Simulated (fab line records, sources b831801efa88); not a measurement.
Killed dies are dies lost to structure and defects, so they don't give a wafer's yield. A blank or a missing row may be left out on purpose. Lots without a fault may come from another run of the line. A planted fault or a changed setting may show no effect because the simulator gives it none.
A struck lot beside a sound one | flow sky130 | 43 steps out of a route of 708
Sound: wafers L244.2, L244.3, L244.6. Struck: wafers L250.3, L250.5. (L250.4 of the same lot was not struck and is left out.) The cause comes at the end.
At each step with rows: each side's tool, then ch and its chambers, then its first start. Under that, the readings that differ: sound wafers | struck wafers | difference of the means | sigmas: that difference in standard deviations of wafers without a fault.
alike: readings whose means differ by less than 2 such deviations, and words and numbers that are the same on both sides. not compared: withheld readings, readings that some wafer has no value for, bounds like >300 that may hide the same value, and numbers for which the record gives no deviation and whose values overlap.
The two part at a step that has a row with sigmas, a row that says differs or no value, or rows on one side only. Numbers that don't overlap but have no deviation are shown without sigmas and don't part them. A reading that every wafer of one side lacks parts them only if that side has two wafers or more.

first, 7 steps without rows for these wafers: SKY_METAL2_HMDS_08 (prime time 60 s); SKY_METAL2_COAT_09 (resist thk 60 nm); SKY_METAL2_COAT_10 (resist thk 450 nm); SKY_METAL2_SOFTBAKE_11 (time 90 s); SKY_METAL2_EXPOSE_12 (exposes mask MM2, target cd 140 nm); SKY_METAL2_PEB_13; SKY_METAL2_DEVELOP_14 (develop time 60 s).
SKY_METAL2_CD_MEAS_15: target cd 140 nm.
  sound on cd_sem-02, day 36 04:44; struck on cd_sem-02, day 37 21:37
  alike: cd_nm
SKY_METAL2_OVL_MEAS_16:
  sound on overlay-02, day 36 04:50; struck on overlay-01, day 37 21:43
  alike: METAL2_OVL
then, 1 step without rows for these wafers: SKY_METAL2_DESCUM_17 (chemistry O2, time 8 s).
SKY_METAL2_ETCH_18: etches BARC in N2/H2, stops on SiO2, time 45.9 s, target depth 60 nm.
  sound on rie_metal-02 ch 0,1, day 36 04:54; struck on rie_metal-01 ch 0,1, day 37 21:47
  alike: drypump_motor_current_A, oes_product_au, throttle_valve_pct
  not compared: rf_hours_counter_h
SKY_METAL2_METAL_ETCH_19: etches the open film in Cl2/BCl3, stops on SiO2, target depth 360 nm, time 78 s.
  sound on rie_metal-02 ch 0,1, day 36 04:58; struck on rie_metal-01 ch 0,1, day 37 21:52
  alike: drypump_motor_current_A, oes_product_au, throttle_valve_pct
  not compared: rf_hours_counter_h
SKY_METAL2_STRIP_20: strips in O2/N2.
  sound on plasma_asher-01 ch 0, day 36 05:03; struck on plasma_asher-03 ch 1, day 37 21:58
  alike: drypump_motor_current_A, oes_product_au, strip_time_to_endpoint_s
  not compared: rf_hours_counter_h
then, 4 steps without rows for these wafers: SKY_METAL2_STRIP_21 (strips in post etch residue remover, time 1200 s); SKY_METAL2_CLEAN_22 (cleans in IPA, time 180 s); SKY_METAL2_CLEAN_23 (cleans in O3/DIW); SKY_VIA2_HDPCVD_00 (deposits SiO2, target thk 1180 nm, time 189.6 s).
SKY_VIA2_THK_MEAS_01:
  sound on film_metro-02, day 36 05:47; struck on film_metro-04, day 37 22:40
  alike: VIA2_HDPCVD_THK
then, 1 step without rows for these wafers: SKY_VIA2_CMP_02 (polishes SiO2).
SKY_VIA2_BOW_MEAS_03:
  sound on film_metro-02, day 36 06:10; struck on film_metro-01, day 37 23:03
  alike: VIA2_BOW
then, 8 steps without rows for these wafers: SKY_VIA2_DEHYDRATE_04 (time 60 s); SKY_VIA2_HMDS_05 (prime time 60 s); SKY_VIA2_COAT_06 (resist thk 60 nm); SKY_VIA2_COAT_07 (resist thk 450 nm); SKY_VIA2_SOFTBAKE_08 (time 90 s); SKY_VIA2_EXPOSE_09 (exposes mask VIM2, target cd 200 nm); SKY_VIA2_PEB_10; SKY_VIA2_DEVELOP_11 (develop time 60 s).
SKY_VIA2_CD_MEAS_12: target cd 200 nm.
  sound on cd_sem-02, day 37 08:21; struck on cd_sem-01, day 39 01:04
  alike: cd_nm
SKY_VIA2_OVL_MEAS_13:
  sound on overlay-01, day 37 08:28; struck on overlay-01, day 39 01:10
  alike: VIA2_OVL
then, 1 step without rows for these wafers: SKY_VIA2_ETCH_14 (etches BARC in N2/H2, stops on SiO2, time 45.9 s, target depth 60 nm).
SKY_VIA2_ETCH_15: etches SiO2 in C4F8/O2/Ar, stops on TiN, target depth 546 nm, time 84 s.
  sound on rie_diel-04 ch 0,1, day 37 08:32; struck on rie_diel-02 ch 3, day 39 01:14
  alike: oes_product_au
  not compared: rf_hours_counter_h
SKY_VIA2_STRIP_16: strips in O2/N2.
  sound on plasma_asher-02 ch 0,1, day 37 08:35; struck on plasma_asher-02 ch 0, day 39 01:20
  alike: drypump_motor_current_A, oes_product_au, strip_time_to_endpoint_s
  not compared: rf_hours_counter_h
then, 4 steps without rows for these wafers: SKY_VIA2_STRIP_17 (strips in post etch residue remover, time 1200 s); SKY_VIA2_CLEAN_18 (cleans in IPA, time 180 s); SKY_VIA2_CLEAN_19 (cleans in O3/DIW); SKY_VIA2_SPUTTER_20 (material TiN, target thk 20 nm, time 80 s).
SKY_VIA2_CVD_21: deposits W, target thk 420 nm, time 126.4 s.
  sound on cvd_w-02 ch 0,1, day 37 09:17; struck on cvd_w-01 ch 0,1, day 39 01:59
  alike: heater_power_w
  not compared: since_wet_clean_h
SKY_VIA2_RS_MEAS_22: measures by four-point-probe.
  sound on film_metro-04, day 37 09:26; struck on film_metro-02, day 39 02:07
  alike: VIA2_W_RS
SKY_VIA2_THK_MEAS_23: measures by xrf.
  sound on film_metro-04, day 37 09:32; struck on film_metro-02, day 39 02:13
  alike: VIA2_W_THK
then, 2 steps without rows for these wafers: SKY_VIA2_CMP_24 (polishes, stops on SiO2, t overpolish 20 s, target thk 0 nm); SKY_METAL3_SPUTTER_00 (material Ti, target thk 15 nm, time 10 s).
-- the record jumps here: 9 days lie between the struck wafers' starts before and after (it left off in module METAL3 and takes up again in module PAD_OPEN, whose first step shown is number 708 of the route) --
SKY_PAD_OPEN_PROBE_99:
  sound on prober-01, day 46 15:29; struck on prober-02, day 47 20:38
  reading                               | sound             | struck      | difference | sigmas
  defect_limited_yield (%)              | 82.1 80.7 83.5    | 71.3 71.5   | -10.7      | -6
  killed_at_M0_to_M3                    | 52 49 41          | 97 90       | +46        | +7
  killed_dies                           | 88 95 81          | 141 140     | +52        | +6
  killed_on_rim                         | 9 15 22           | 27 33       | +15        | +4
  sort_bin_3_pad_short (%)              | 1.0 0.6 1.2       | 4.7 6.1     | +4.5       | +12
  sort_bin_5_function (%)               | 11.8 11.2 9.3     | 16.7 14.6   | +4.9       | +3
  sort_n_pass                           | 404 397 411       | 351 352     | -52        | -6
  sort_yield_pct (%)                    | 82.1 80.7 83.5    | 71.3 71.5   | -10.7      | -6
  model.etest.tester.sort_n_pass        | 404 397 411       | 351 352     | -52        |
  model.etest.tester.sort_yield_pct (%) | 82.11 80.69 83.54 | 71.34 71.54 | -10.67     |
  model.etest.tester.sort_bin_5_pct (%) | 11.79 11.18 9.35  | 16.67 14.63 | +4.88      |
  model.etest.tester.sort_bin_3_pct (%) | 1.016 0.6098 1.22 | 4.675 6.098 | +4.438     |
  alike: killed_at_M4_up, killed_at_contacts, killed_at_front_end, killed_at_other, killed_open, killed_short, sort_bin_6_memory

WHERE THEY PART
Only at SKY_PAD_OPEN_PROBE_99, within this record.

WHY: what the simulator had put in
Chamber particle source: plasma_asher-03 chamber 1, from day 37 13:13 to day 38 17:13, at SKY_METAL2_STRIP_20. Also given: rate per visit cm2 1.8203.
